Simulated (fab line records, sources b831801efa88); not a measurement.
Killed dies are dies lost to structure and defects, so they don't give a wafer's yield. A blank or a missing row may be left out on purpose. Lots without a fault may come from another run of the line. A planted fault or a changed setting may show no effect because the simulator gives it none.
fab line records | flow sky130
record lots=5 wafers=15 last_day=50
route steps=708 shown METAL3@569 VIA3@573 METAL4@598 CAP2M@603
lots that met no fault: from a run of the same line without faults
start_h: hours from the record's first day to the start of the lot's first wafer shown | wait_h: hours since the lot's step before | " the same as in the row above | L1.1+2: a row that stands for several wafers | - no value, or no start given | * or withheld: withheld | < > ~ a bound
route shown NAME@n: a module of which the file shows steps, and the number in the route of the first | usual: mean/standard deviation of fault-free wafers | same: alike in all rows | chamber/n: place in a boat | sites: the reading at each site | _std_site: their standard deviation | _edge_site: outer sites' mean less inner sites' | radius_mm: how far each site lies from the wafer's centre | mask NAME#n: copy n | behind: the tool/chamber that last shaped the wafer | hold: why the lot was held/for how many hours/how that ended | device: the transistor (n, p or np) that didn't switch | end of line: the same wafers' tests at the end of the route | a step without rows: its recipe alone | killed: dies lost to structure and defects at the first sort, not the wafer's yield | map: a wafer's dies, x killed, . not, _ none there
set.NAME: the setting as run; set.NAME@STEP: as run at that earlier step | model.NAME: the simulator's own value behind a step, which no gauge read
lots at some steps of the route; a table a step, a row a wafer
services: from which hour (start_h, from the record's first day; less than 0 if before it) a tool's chamber was out of use, for how many hours, and why
## steps
# step SKY_METAL3_STRIP_19
# recipe chemistry=O2/N2 power_w=1400 pressure_mtorr=1500 platen_temp_c=withheld o2_flow_sccm=3000 n2_flow_sccm=300 overash_fraction=0.5
# usual chamber_pressure_mTorr=1500.0/1.4 drypump_motor_current_A=5.8/0.5 oes_product_au=0.503/0.0048 strip_time_to_endpoint_s=6.55/0.07
# columns lot.wafer tool chamber start_h wait_h chamber_pressure_mTorr drypump_motor_current_A oes_product_au rf_hours_counter_h strip_time_to_endpoint_s
L076.3 plasma_asher-01 0 916.02 0.1 1502.3 5.3 0.506 - 6.55
L076.5 " 1 " " 1498.1 6.4 0.514 - 6.65
L076.6 " 0 " " 1501.4 5.3 0.500 - 6.56
L077.1 plasma_asher-03 0 925.32 0.1 1498.0 6.5 0.510 114 6.67
L077.3 " 0 " " 1500.6 6.5 0.508 - 6.67
L077.6 " 1 " " 1499.4 5.6 0.512 - 6.58
L082.1 plasma_asher-03 0 961.92 0.1 1498.6 6.5 0.505 119 6.52
L082.3 " 1 " " 1500.3 5.6 0.500 - 6.59
L082.4 " 0 " " 1499.7 6.5 0.494 - 6.56
L093.2 plasma_asher-04 1 1041.82 0.1 1499.7 5.1 0.504 31 6.53
L093.4 " 1 " " 1502.3 5.1 0.511 - 6.70
L093.5 " 0 " " 1500.8 5.7 0.494 - 6.53
L096.1 plasma_asher-04 0 1057.77 0.1 1497.7 5.7 0.505 32 6.49
L096.3 " 0 " " 1501.0 5.7 0.501 - 6.54
L096.4 " 1 " " 1497.3 5.1 0.496 - 6.43
# step SKY_METAL3_STRIP_20
# recipe chemistry=post_etch_residue_remover time_s=1200 temp_c=72.5
# same time_s=1200
# columns lot.wafer tool chamber start_h wait_h
L076.3+5+6 wet_bench-02 0 916.09 0.0
L077.1+3+6 wet_bench-02 0 925.42 0.1
L082.1+3+4 wet_bench-04 0 962.02 0.1
L093.2+4+5 wet_bench-02 1 1041.92 0.1
L096.1+3+4 wet_bench-04 2 1057.87 0.1
# step SKY_METAL3_CLEAN_21
# recipe chemistry=IPA time_s=180 temp_c=25
# same time_s=180
# columns lot.wafer tool chamber start_h wait_h
L076.3+5+6 wet_bench-03 0 916.43 0.0
L077.1+3+6 wet_bench-04 3 925.76 0.0
L082.1+3+4 wet_bench-03 0 962.39 0.0
L093.2+4+5 wet_bench-04 1 1042.29 0.0
L096.1+3+4 wet_bench-02 2 1058.21 0.0
# step SKY_METAL3_CLEAN_22
# recipe chemistry=O3/DIW dry=n2_spin
# columns lot.wafer tool chamber start_h wait_h
L076.3+5+6 wet_bench-02 2 916.49 0.0
L077.1+3+6 wet_bench-03 2 925.82 0.0
L082.1+3+4 wet_bench-02 2 962.45 0.0
L093.2+4+5 wet_bench-03 0 1042.36 0.0
L096.1+3+4 wet_bench-03 2 1058.33 0.0
# step SKY_VIA3_HDPCVD_00
# recipe material=SiO2 target_thk_nm=1635 sigma_open_frac=0.3 time_s=272.5 temp_c=400 sih4_flow_sccm=60 pressure_mtorr=6
# same time_s=272.5
# columns lot.wafer tool chamber start_h wait_h
L076.3+5+6 hdpcvd-02 0,1,2 916.58 0.0
L077.1+3+6 hdpcvd-02 0,1,1 925.92 0.0
L082.1+3+4 hdpcvd-01 0,1,1 962.54 0.0
L093.2+4+5 hdpcvd-02 2,1,2 1042.46 0.0
L096.1+3+4 hdpcvd-01 2,1,1 1058.42 0.0
# step SKY_VIA3_THK_MEAS_01
# recipe reads=SiO2_of_VIA3_HDPCVD_00
# usual VIA3_HDPCVD_THK=1645/19
# columns lot.wafer tool chamber start_h wait_h VIA3_HDPCVD_THK[nm]
L076.3 film_metro-01 - 916.77 0.1 1669
L076.5 " - " " 1665
L076.6 " - " " 1611
L077.1 film_metro-01 - 926.09 0.1 1641
L077.3 " - " " 1641
L077.6 " - " " 1646
L082.1 film_metro-03 - 962.71 0.1 1632
L082.3 " - " " 1646
L082.4 " - " " 1662
L093.2 film_metro-01 - 1042.63 0.1 1645
L093.4 " - " " 1620
L093.5 " - " " 1630
L096.1 film_metro-03 - 1058.59 0.1 1625
L096.3 " - " " 1637
L096.4 " - " " 1612
# step SKY_VIA3_CMP_02
# recipe material=SiO2 down_force_psi=4 platen_rpm=60 pad_velocity_m_s=0.94248
# usual motor_current_A=11.6/1.1
# columns lot.wafer tool chamber start_h wait_h motor_current_A
L076.3 cmp-01 3 916.91 0.1 10.7
L076.5 " 1 " " 12.2
L076.6 " 2 " " 11.7
L077.3 cmp-02 0 926.21 0.1 13.4
L077.1 " 1 " " 12.8
L077.6 " 3 " " 12.0
L082.1 cmp-02 1 962.77 0.1 12.5
L082.4 " 3 " " 12.0
L082.3 " 0 " " 13.4
L093.2 cmp-01 0 1042.78 0.1 13.3
L093.4 " 1 " " 11.5
L093.5 " 3 " " 10.5
L096.4 cmp-01 1 1058.65 0.0 11.8
L096.3 " 2 " " 11.5
L096.1 " 3 " " 10.6
# step SKY_VIA3_BOW_MEAS_03
# recipe mode=bow
# usual VIA3_BOW=77/8.3
# columns lot.wafer tool chamber start_h wait_h VIA3_BOW[um]
L076.3 film_metro-02 - 917.15 0.2 81
L076.5 " - " " 85
L076.6 " - " " 83
L077.1 film_metro-02 - 926.48 0.2 75
L077.3 " - " " 82
L077.6 " - " " 85
L082.1 film_metro-01 - 963.07 0.2 81
L082.3 " - " " 84
L082.4 " - " " 64
L093.2 film_metro-01 - 1043.00 0.2 70
L093.4 " - " " 92
L093.5 " - " " 81
L096.1 film_metro-03 - 1058.95 0.1 67
L096.3 " - " " 70
L096.4 " - " " 73
# step SKY_VIA3_DEHYDRATE_04
# recipe temp_c=200 time_s=60
# same time_s=60
# columns lot.wafer tool chamber start_h wait_h
L076.3+5+6 litho_track-03 0 929.23 12.1
L077.1+3+6 litho_track-03 0 938.38 11.9
L082.1+3+4 litho_track-03 0 974.58 11.5
L093.2+4+5 litho_track-04 0 1053.60 10.6
L096.1+3+4 litho_track-01 0 1069.29 10.3
# step SKY_VIA3_HMDS_05
# recipe prime_time_s=60 prime_temp_c=120
# columns lot.wafer tool chamber start_h wait_h
L076.3+5+6 litho_track-03 0 929.38 0.1
L077.1+3+6 litho_track-03 0 938.53 0.1
L082.1+3+4 litho_track-03 0 974.73 0.1
L093.2+4+5 litho_track-04 0 1053.75 0.1
L096.1+3+4 litho_track-01 0 1069.44 0.1
# step SKY_VIA3_COAT_06
# recipe resist=BARC temp_c=withheld time_s=withheld spin_rpm=3000 resist_thk_nm=60
# columns lot.wafer tool chamber start_h wait_h
L076.3+5+6 litho_track-03 0 929.53 0.1
L077.1+3+6 litho_track-03 0 938.68 0.1
L082.1+3+4 litho_track-03 0 974.88 0.1
L093.2+4+5 litho_track-04 0 1053.90 0.1
L096.1+3+4 litho_track-01 0 1069.59 0.1
# step SKY_VIA3_COAT_07
# recipe resist=KrF-thick spin_rpm=3000 resist_thk_nm=450
# columns lot.wafer tool chamber start_h wait_h
L076.3+5+6 litho_track-03 0 - -
L077.1+3+6 litho_track-03 0 - -
L082.1+3+4 litho_track-03 0 - -
L093.2+4+5 litho_track-04 0 - -
L096.1+3+4 litho_track-01 0 - -
# step SKY_VIA3_SOFTBAKE_08
# recipe temp_c=100 time_s=90 resist=KrF-thick
# same time_s=90
# columns lot.wafer tool chamber start_h wait_h
L076.3+5+6 litho_track-03 0 - -
L077.1+3+6 litho_track-03 0 - -
L082.1+3+4 litho_track-03 0 - -
L093.2+4+5 litho_track-04 0 - -
L096.1+3+4 litho_track-01 0 - -
# step SKY_VIA3_EXPOSE_09
# recipe mask_id=VIM3 na=0.8 source_shape=annular sigma_inner=0.55 sigma_outer=0.85 target_cd_nm=200 dose_mj=38
# columns lot.wafer tool chamber start_h wait_h mask
L076.3+5+6 krf_scanner-01 0 - - VIM3#0
L077.1+3+6 krf_scanner-02 0 - - VIM3#0
L082.1+3+4 krf_scanner-02 0 - - VIM3#0
L093.2+4+5 krf_scanner-02 0 - - VIM3#0
L096.1+3+4 krf_scanner-02 0 - - VIM3#0
# step SKY_VIA3_PEB_10
# recipe peb_temp_c=withheld peb_time_s=withheld resist=KrF-thick
# columns lot.wafer tool chamber start_h wait_h
L076.3+5+6 litho_track-04 0 - -
L077.1+3+6 litho_track-01 0 - -
L082.1+3+4 litho_track-04 0 - -
L093.2+4+5 litho_track-01 0 - -
L096.1+3+4 litho_track-03 0 - -
# step SKY_VIA3_DEVELOP_11
# recipe develop_time_s=60 resist=KrF-thick dev_temp_c=21
# columns lot.wafer tool chamber start_h wait_h
L076.3+5+6 litho_track-04 0 - -
L077.1+3+6 litho_track-01 0 - -
L082.1+3+4 litho_track-04 0 - -
L093.2+4+5 litho_track-01 0 - -
L096.1+3+4 litho_track-03 0 - -
# step SKY_VIA3_CD_MEAS_12
# recipe target_cd_nm=200
# usual cd_nm=200.0/1.4
# columns lot.wafer tool chamber start_h wait_h cd_nm
L076.3 cd_sem-02 - 941.66 - 198.5
L076.5 " - " " 198.0
L076.6 " - " " 197.5
L077.1 cd_sem-02 - 951.39 - 202.2
L077.3 " - " " 201.4
L077.6 " - " " 201.4
L082.1 cd_sem-02 - 986.82 - 200.4
L082.3 " - " " 199.6
L082.4 " - " " 200.6
L093.2 cd_sem-02 - 1064.86 - 199.6
L093.4 " - " " 200.2
L093.5 " - " " 199.1
L096.1 cd_sem-02 - 1079.93 - 200.8
L096.3 " - " " 201.4
L096.4 " - " " 201.5
# step SKY_VIA3_OVL_MEAS_13
# usual VIA3_OVL=-1/4.9
# columns lot.wafer tool chamber start_h wait_h VIA3_OVL[nm]
L076.3 overlay-02 - 941.75 0.1 0
L076.5 " - " " 3
L076.6 " - " " 3
L077.1 overlay-02 - 951.51 0.1 5
L077.3 " - " " 4
L077.6 " - " " -4
L082.1 overlay-02 - 986.94 0.1 -4
L082.3 " - " " 4
L082.4 " - " " -7
L093.2 overlay-02 - 1064.96 0.1 3
L093.4 " - " " -1
L093.5 " - " " -1
L096.1 overlay-02 - 1080.05 0.1 3
L096.3 " - " " 2
L096.4 " - " " -2
# step SKY_VIA3_ETCH_14
# recipe chemistry=N2/H2 target=BARC ion_energy_ev=200 source_w=500 bias_w=100 pressure_mtorr=30 n2_flow_sccm=100 h2_flow_sccm=200 stop_on=SiO2 time_s=45.9 target_depth_a=600
# usual chamber_pressure_mTorr=29.996/0.025 drypump_motor_current_A=5.8/0.42 oes_product_au=0.855/0.0042 rf_fwd_power_W=495.1/2.1 throttle_valve_pct=13.225/0.0088
# same time_s=45.9
# columns lot.wafer tool chamber start_h wait_h chamber_pressure_mTorr drypump_motor_current_A oes_product_au rf_fwd_power_W rf_hours_counter_h throttle_valve_pct
L076.3 rie_diel-01 0 941.78 0.0 30.001 6.0 0.851 497.3 9 13.218
L076.5 " 0 " " 29.978 6.0 0.856 496.8 - 13.221
L076.6 " 1 " " 29.960 6.6 0.851 494.6 - 13.248
L077.1 rie_diel-02 1 951.54 0.0 30.013 5.7 0.855 496.1 14 13.220
L077.3 " 0 " " 29.971 6.1 0.863 490.6 12 13.222
L077.6 " 0 " " 29.972 6.2 0.862 491.2 - 13.231
L082.1 rie_diel-01 3 986.98 0.0 29.987 6.0 0.856 496.5 11 13.230
L082.3 " 2 " " 29.982 5.6 0.854 496.8 24 13.236
L082.4 " 1 " " 30.037 6.6 0.848 495.5 12 13.230
L093.2 rie_diel-01 0 1064.99 0.0 29.948 6.0 0.857 500.9 13 13.214
L093.4 " 1 " " 29.988 6.6 0.854 496.4 15 13.229
L093.5 " 2 " " 29.971 5.6 0.858 495.0 - 13.241
L096.1 rie_diel-01 3 1080.08 0.0 30.061 6.0 0.855 496.3 14 13.219
L096.3 " 2 " " 30.009 5.6 0.858 495.8 27 13.224
L096.4 " 1 " " 29.998 6.6 0.854 496.7 15 13.227
# step SKY_VIA3_ETCH_15
# recipe target=SiO2 chemistry=C4F8/O2/Ar target_depth_nm=507 stop_on=TiN mask_material=KrF-thick source_w=1500 bias_w=1200 pressure_mtorr=40 c4f8_flow_sccm=withheld O2_flow_sccm=6 Ar_flow_sccm=300 time_s=78
# usual chamber_pressure_mTorr=40.00/0.036 oes_product_au=0.946/0.0041 rf_fwd_power_W=1489/5.5
# same time_s=78
# columns lot.wafer tool chamber start_h wait_h chamber_pressure_mTorr oes_product_au rf_fwd_power_W rf_hours_counter_h
L076.3 rie_diel-01 0 941.82 0.0 40.02 0.946 1492 9
L076.5 " 0 " " 40.02 0.944 1490 -
L076.6 " 1 " " 39.97 0.943 1490 -
L077.1 rie_diel-02 1 951.58 0.0 40.04 0.942 1487 14
L077.3 " 0 " " 40.03 0.944 1485 12
L077.6 " 0 " " 40.01 0.945 1489 -
L082.1 rie_diel-01 3 987.02 0.0 40.06 0.944 1493 11
L082.3 " 2 " " 39.96 0.939 1488 24
L082.4 " 1 " " 39.98 0.943 1481 12
L093.2 rie_diel-01 0 1065.04 0.0 40.00 0.948 1491 13
L093.4 " 1 " " 40.02 0.947 1491 15
L093.5 " 2 " " 40.02 0.942 1491 -
L096.1 rie_diel-01 3 1080.13 0.0 40.00 0.941 1491 14
L096.3 " 2 " " 40.00 0.948 1492 27
L096.4 " 1 " " 40.05 0.948 1488 15
# step SKY_VIA3_STRIP_16
# recipe chemistry=O2/N2 power_w=1400 pressure_mtorr=1500 platen_temp_c=withheld o2_flow_sccm=3000 n2_flow_sccm=300 overash_fraction=0.5
# usual chamber_pressure_mTorr=1499.9/1.4 drypump_motor_current_A=5.8/0.48 oes_product_au=0.402/0.0048 strip_time_to_endpoint_s=4.131/0.028
# columns lot.wafer tool chamber start_h wait_h chamber_pressure_mTorr drypump_motor_current_A oes_product_au rf_hours_counter_h strip_time_to_endpoint_s
L076.3 plasma_asher-02 1 941.91 0.1 1500.8 5.4 0.403 - 4.116
L076.5 " 0 " " 1497.9 5.9 0.400 - 4.132
L076.6 " 1 " " 1500.7 5.4 0.407 - 4.159
L077.1 plasma_asher-03 1 951.64 0.0 1497.7 5.6 0.407 117 4.155
L077.3 " 1 " " 1500.4 5.6 0.393 - 4.128
L077.6 " 1 " " 1501.3 5.6 0.406 - 4.129
L082.1 plasma_asher-03 0 987.08 0.0 1498.8 6.5 0.408 122 4.126
L082.3 " 1 " " 1499.7 5.6 0.404 - 4.085
L082.4 " 0 " " 1500.6 6.5 0.410 - 4.148
L093.2 plasma_asher-03 0 1065.10 0.0 1497.1 6.5 0.407 0 4.157
L093.4 " 1 " " 1500.9 5.6 0.408 - 4.153
L093.5 " 1 " " 1500.6 5.6 0.406 - 4.112
L096.1 plasma_asher-03 1 1080.19 0.0 1501.9 5.6 0.400 2 4.112
L096.3 " 1 " " 1500.7 5.5 0.406 - 4.100
L096.4 " 0 " " 1498.3 6.5 0.408 - 4.144
# step SKY_VIA3_STRIP_17
# recipe chemistry=post_etch_residue_remover time_s=1200 temp_c=72.5
# same time_s=1200
# columns lot.wafer tool chamber start_h wait_h
L076.3+5+6 wet_bench-02 2 941.98 0.0
L077.1+3+6 wet_bench-04 3 951.74 0.1
L082.1+3+4 wet_bench-04 3 987.18 0.1
L093.2+4+5 wet_bench-02 0 1065.20 0.1
L096.1+3+4 wet_bench-02 1 1080.29 0.1
# step SKY_VIA3_CLEAN_18
# recipe chemistry=IPA time_s=180 temp_c=25
# same time_s=180
# columns lot.wafer tool chamber start_h wait_h
L076.3+5+6 wet_bench-04 1 942.32 0.0
L077.1+3+6 wet_bench-01 1 952.09 0.0
L082.1+3+4 wet_bench-02 0 987.52 0.0
L093.2+4+5 wet_bench-04 0 1065.88 0.0
L096.1+3+4 wet_bench-01 1 1080.97 0.0
# step SKY_VIA3_CLEAN_19
# recipe chemistry=O3/DIW dry=n2_spin
# columns lot.wafer tool chamber start_h wait_h
L076.3+5+6 wet_bench-01 1 942.38 0.0
L077.1+3+6 wet_bench-04 0 952.14 0.0
L082.1+3+4 wet_bench-01 3 987.58 0.0
L093.2+4+5 wet_bench-01 3 1065.94 0.0
L096.1+3+4 wet_bench-02 0 1081.03 0.0
# step SKY_VIA3_SPUTTER_20
# recipe material=TiN target_thk_nm=20 chamber_pressure_pa=5 power_w=4000 time_s=80
# usual chamber_pressure_pa=5.000/0.01 throttle_valve_pct=30.5/0.88
# same time_s=80
# columns lot.wafer tool chamber start_h wait_h chamber_pressure_pa throttle_valve_pct
L076.3 pvd_sputter-02 - 942.47 0.0 4.991 29.4
L076.5 " - " " 5.018 31.2
L076.6 " - " " 5.010 29.6
L077.1 pvd_sputter-02 - 952.24 0.0 5.013 31.6
L077.3 " - " " 5.020 29.7
L077.6 " - " " 5.010 31.5
L082.1 pvd_sputter-02 - 987.67 0.0 5.009 29.4
L082.3 " - " " 5.014 31.1
L082.4 " - " " 5.004 31.3
L093.2 pvd_sputter-02 - 1066.03 0.0 5.003 31.2
L093.4 " - " " 5.013 31.3
L093.5 " - " " 4.994 31.4
L096.1 pvd_sputter-01 - 1081.21 0.0 5.006 30.6
L096.3 " - " " 4.986 31.2
L096.4 " - " " 5.002 28.8
# step SKY_VIA3_CVD_21
# recipe material=W target_thk_nm=390 time_s=117.31 temp_c=400 pressure_torr=40
# usual heater_power_outer_w=510/49 heater_power_w=821/86
# same time_s=117.31
# columns lot.wafer tool chamber start_h wait_h heater_power_outer_w heater_power_w
L076.3 cvd_w-02 1 942.57 0.1 542 853
L076.5 " 1 " " 537 867
L076.6 " 0 " " 433 695
L077.1 cvd_w-02 0 952.30 0.0 438 711
L077.3 " 1 " " 558 864
L077.6 " 0 " " 443 707
L082.1 cvd_w-01 1 987.73 0.0 532 930
L082.3 " 1 " " 544 921
L082.4 " 1 " " 555 890
L093.2 cvd_w-01 1 1066.09 0.0 552 928
L093.4 " 0 " " 535 825
L093.5 " 1 " " 550 909
L096.1 cvd_w-01 0 1081.27 0.0 531 837
L096.3 " 0 " " 541 827
L096.4 " 1 " " 557 938
# step SKY_VIA3_RS_MEAS_22
# recipe thk_meas_gauge=four-point-probe reads=W_of_VIA3_CVD_21+TiN_of_VIA3_SPUTTER_20
# usual VIA3_W_RS=0.2930/0.0029
# columns lot.wafer tool chamber start_h wait_h VIA3_W_RS[ohm/sq]
L076.3 film_metro-01 - 942.70 0.1 0.2954
L076.5 " - " " 0.2941
L076.6 " - " " 0.2971
L077.1 film_metro-01 - 952.42 0.1 0.2951
L077.3 " - " " 0.2997
L077.6 " - " " 0.2957
L082.1 film_metro-01 - 987.98 0.2 0.2967
L082.3 " - " " 0.2916
L082.4 " - " " 0.2933
L093.2 film_metro-01 - 1066.23 0.1 0.2936
L093.4 " - " " 0.2922
L093.5 " - " " 0.2932
L096.1 film_metro-01 - 1081.40 0.1 0.2959
L096.3 " - " " 0.2946
L096.4 " - " " 0.2968
# step SKY_VIA3_THK_MEAS_23
# recipe thk_meas_gauge=xrf reads=W_of_VIA3_CVD_21
# usual VIA3_W_THK=391/6.6
# columns lot.wafer tool chamber start_h wait_h VIA3_W_THK[nm]
L076.3 film_metro-01 - 942.80 0.1 388
L076.5 " - " " 390
L076.6 " - " " 385
L077.1 film_metro-01 - 952.54 0.1 387
L077.3 " - " " 382
L077.6 " - " " 388
L082.1 film_metro-01 - 988.10 0.1 387
L082.3 " - " " 392
L082.4 " - " " 386
L093.2 film_metro-01 - 1066.34 0.1 391
L093.4 " - " " 394
L093.5 " - " " 390
L096.1 film_metro-01 - 1081.52 0.1 383
L096.3 " - " " 384
L096.4 " - " " 382
# step SKY_VIA3_CMP_24
# recipe stop_on=SiO2 t_overpolish_s=20 down_force_psi=3.5 platen_rpm=60 target_thk_nm=0 pad_velocity_m_s=0.94248
# usual motor_current_A=10.7/1.1 overpolish_run_s=20.000/0.0089 time_to_endpoint_s=94/4.9
# columns lot.wafer tool chamber start_h wait_h motor_current_A overpolish_run_s time_to_endpoint_s
L076.3 cmp-02 0 942.89 0.1 11.6 20.010 95
L076.6 " 3 " " 10.7 20.005 89
L076.5 " 0 " " 12.3 20.007 93
L077.1 cmp-02 2 952.60 0.1 8.1 19.994 97
L077.3 " 1 " " 11.4 20.003 88
L077.6 " 3 " " 10.6 20.009 91
L082.1 cmp-02 0 988.21 0.1 11.9 20.002 86
L082.4 " 1 " " 11.2 20.004 89
L082.3 " 2 " " 8.6 20.012 98
L093.2 cmp-01 0 1066.39 0.0 11.5 19.989 101
L093.4 " 2 " " 11.0 20.009 94
L093.5 " 1 " " 11.2 20.010 99
L096.1 cmp-02 2 1081.58 0.1 8.6 19.992 99
L096.3 " 3 " " 10.8 19.992 90
L096.4 " 1 " " 11.0 20.000 91
# step SKY_METAL4_SPUTTER_00
# recipe material=Ti target_thk_nm=15 power_w=3000 time_s=10 chamber_pressure_pa=0.4
# usual chamber_pressure_pa=0.4000/0.00081 throttle_valve_pct=30.3/0.8
# same time_s=10
# columns lot.wafer tool chamber start_h wait_h chamber_pressure_pa throttle_valve_pct
L076.3 pvd_sputter-04 - 943.14 0.2 0.3992 30.7
L076.5 " - " " 0.3986 31.2
L076.6 " - " " 0.3997 29.7
L077.1 pvd_sputter-03 - 952.90 0.2 0.4008 29.7
L077.3 " - " " 0.4017 30.8
L077.6 " - " " 0.3996 29.3
L082.1 pvd_sputter-03 - 988.46 0.2 0.4004 29.6
L082.3 " - " " 0.3997 29.3
L082.4 " - " " 0.3995 30.7
L093.2 pvd_sputter-04 - 1066.69 0.2 0.4007 31.4
L093.4 " - " " 0.4010 30.8
L093.5 " - " " 0.3997 30.0
L096.1 pvd_sputter-03 - 1081.88 0.2 0.3994 29.3
L096.3 " - " " 0.4005 29.9
L096.4 " - " " 0.4003 29.4
# step SKY_METAL4_SPUTTER_01
# recipe material=TiN target_thk_nm=20 power_w=6500 time_s=16.7 chamber_pressure_pa=0.4
# usual chamber_pressure_pa=0.4001/0.00068 throttle_valve_pct=30.3/0.79
# same time_s=16.7
# columns lot.wafer tool chamber start_h wait_h chamber_pressure_pa throttle_valve_pct
L076.3 pvd_sputter-04 - 943.16 0.0 0.4002 30.8
L076.5 " - " " 0.3994 31.3
L076.6 " - " " 0.4006 29.9
L077.1 pvd_sputter-03 - 952.92 0.0 0.3989 29.6
L077.3 " - " " 0.3990 30.8
L077.6 " - " " 0.3998 29.5
L082.1 pvd_sputter-03 - 988.48 0.0 0.3994 29.3
L082.3 " - " " 0.3999 29.8
L082.4 " - " " 0.4003 30.6
L093.2 pvd_sputter-04 - 1066.71 0.0 0.4014 31.3
L093.4 " - " " 0.4008 30.8
L093.5 " - " " 0.3987 29.9
L096.1 pvd_sputter-03 - 1081.90 0.0 0.4001 29.2
L096.3 " - " " 0.4000 29.8
L096.4 " - " " 0.4001 29.8
# step SKY_METAL4_SPUTTER_02
# recipe material=AlCu target_thk_nm=735 power_w=10600 time_s=39.1 chamber_pressure_pa=0.4
# usual chamber_pressure_pa=0.3999/0.00081 throttle_valve_pct=30.3/0.8
# same time_s=39.1
# columns lot.wafer tool chamber start_h wait_h chamber_pressure_pa throttle_valve_pct
L076.3 pvd_sputter-04 - 943.18 0.0 0.3994 30.5
L076.5 " - " " 0.3999 30.9
L076.6 " - " " 0.4007 29.4
L077.1 pvd_sputter-03 - 952.95 0.0 0.3997 29.2
L077.3 " - " " 0.4014 30.5
L077.6 " - " " 0.3991 29.1
L082.1 pvd_sputter-03 - 988.51 0.0 0.4001 29.1
L082.3 " - " " 0.4000 29.7
L082.4 " - " " 0.4007 30.6
L093.2 pvd_sputter-04 - 1066.74 0.0 0.3987 31.2
L093.4 " - " " 0.3988 30.5
L093.5 " - " " 0.3992 29.8
L096.1 pvd_sputter-03 - 1081.92 0.0 0.3993 29.3
L096.3 " - " " 0.4003 29.8
L096.4 " - " " 0.3992 29.5
# step SKY_METAL4_SPUTTER_03
# recipe material=Ti target_thk_nm=5 power_w=3000 time_s=3.3 chamber_pressure_pa=0.4
# usual chamber_pressure_pa=0.4000/0.00075 throttle_valve_pct=30.3/0.79
# same time_s=3.3
# columns lot.wafer tool chamber start_h wait_h chamber_pressure_pa throttle_valve_pct
L076.3 pvd_sputter-04 - 943.22 0.0 0.4006 30.9
L076.5 " - " " 0.3989 31.1
L076.6 " - " " 0.4003 29.7
L077.1 pvd_sputter-03 - 952.99 0.0 0.3995 29.5
L077.3 " - " " 0.3984 30.8
L077.6 " - " " 0.3999 29.3
L082.1 pvd_sputter-03 - 988.55 0.0 0.3990 29.4
L082.3 " - " " 0.3991 29.8
L082.4 " - " " 0.4000 30.5
L093.2 pvd_sputter-04 - 1066.78 0.0 0.4000 31.3
L093.4 " - " " 0.4001 30.7
L093.5 " - " " 0.4001 29.5
L096.1 pvd_sputter-03 - 1081.96 0.0 0.4014 29.5
L096.3 " - " " 0.4001 29.9
L096.4 " - " " 0.4009 29.6
# step SKY_METAL4_SPUTTER_04
# recipe material=TiN target_thk_nm=70 power_w=6500 time_s=58.3 chamber_pressure_pa=0.4
# usual chamber_pressure_pa=0.4001/0.00087 throttle_valve_pct=30.3/0.8
# same time_s=58.3
# columns lot.wafer tool chamber start_h wait_h chamber_pressure_pa throttle_valve_pct
L076.3 pvd_sputter-04 - 943.24 0.0 0.4009 31.0
L076.5 " - " " 0.4001 31.1
L076.6 " - " " 0.3991 29.7
L077.1 pvd_sputter-03 - 953.01 0.0 0.3988 29.4
L077.3 " - " " 0.3993 30.7
L077.6 " - " " 0.4005 29.2
L082.1 pvd_sputter-03 - 988.56 0.0 0.3996 29.6
L082.3 " - " " 0.4004 29.9
L082.4 " - " " 0.4003 30.7
L093.2 pvd_sputter-04 - 1066.80 0.0 0.3990 31.2
L093.4 " - " " 0.3998 30.8
L093.5 " - " " 0.3999 29.6
L096.1 pvd_sputter-03 - 1081.98 0.0 0.4007 29.4
L096.3 " - " " 0.4004 30.0
L096.4 " - " " 0.3988 29.4
# step SKY_CAP2M_CVD_00
# recipe material=SiO2 target_thk_nm=15.5 temp_c=400 time_s=withheld rf_w=450
# usual heater_power_outer_w=387/50 heater_power_w=666/91 rf_fwd_power_W=441.6/2.5
# columns lot.wafer tool chamber start_h wait_h heater_power_outer_w heater_power_w rf_fwd_power_W
L076.3 pecvd-04 0 943.29 0.0 311 501 440.2
L076.5 " 2 " " 420 663 444.2
L076.6 " 1 " " 416 819 443.3
L077.1 pecvd-03 0 953.05 0.0 307 588 440.4
L077.3 " 2 " " 443 672 442.3
L077.6 " 0 " " 309 598 440.5
L082.1 pecvd-01 2 988.61 0.0 351 620 440.6
L082.3 " 0 " " 524 924 444.6
L082.4 " 2 " " 360 631 440.7
L093.2 pecvd-04 1 1066.85 0.0 408 814 445.4
L093.4 " 1 " " 404 829 445.2
L093.5 " 0 " " 300 496 440.3
L096.1 pecvd-01 2 1082.03 0.0 269 523 437.7
L096.3 " 1 " " 398 684 440.1
L096.4 " 0 " " 427 763 441.2
# step SKY_CAP2M_THK_MEAS_01
# recipe reads=SiO2_of_CAP2M_CVD_00
# usual CAP2M_CVD_00_THK=15.50/0.21
# columns lot.wafer tool chamber start_h wait_h CAP2M_CVD_00_THK[nm]
L076.3 film_metro-01 - 943.33 - 15.38
L076.5 " - " " 15.62
L076.6 " - " " 15.64
L077.1 film_metro-03 - 953.08 - 15.41
L077.3 " - " " 15.05
L077.6 " - " " 15.92
L082.1 film_metro-04 - 988.63 - 15.70
L082.3 " - " " 15.31
L082.4 " - " " 16.01
L093.2 film_metro-01 - 1066.88 - 15.47
L093.4 " - " " 15.80
L093.5 " - " " 15.62
L096.1 film_metro-01 - 1082.05 - 15.34
L096.3 " - " " 15.09
L096.4 " - " " 15.26
## services
# columns tool chamber start_h hours kind
cmp-01 - 903.75 0.4 repair
cvd_w-02 - 904.00 14.0 pm
pvd_sputter-02 - 904.34 5.0 repair
rie_diel-01 - 908.82 0.8 repair
krf_scanner-02 - 914.91 1.3 pm
cmp-02 - 915.22 4.0 pm
krf_scanner-02 - 916.21 1.0 pm
cvd_w-01 - 922.62 0.5 repair
rie_diel-02 - 932.82 14.6 pm
plasma_asher-03 - 933.10 1.2 repair
krf_scanner-02 - 948.73 15.1 repair
hdpcvd-02 - 950.25 15.0 pm
cvd_w-01 0 965.13 67.8 repair
cmp-01 - 980.66 5.3 pm
plasma_asher-03 - 1008.37 1.1 repair
wet_bench-03 - 1010.39 0.7 repair
hdpcvd-02 - 1010.39 2.8 pm
krf_scanner-02 - 1014.31 5.3 repair
rie_diel-01 - 1037.99 0.7 repair
krf_scanner-02 - 1038.86 0.8 pm
pvd_sputter-03 - 1046.33 5.4 repair
plasma_asher-03 - 1055.25 9.0 pm
wet_bench-04 - 1073.00 1.2 repair
krf_scanner-02 - 1073.22 1.4 repair
## key
fault none
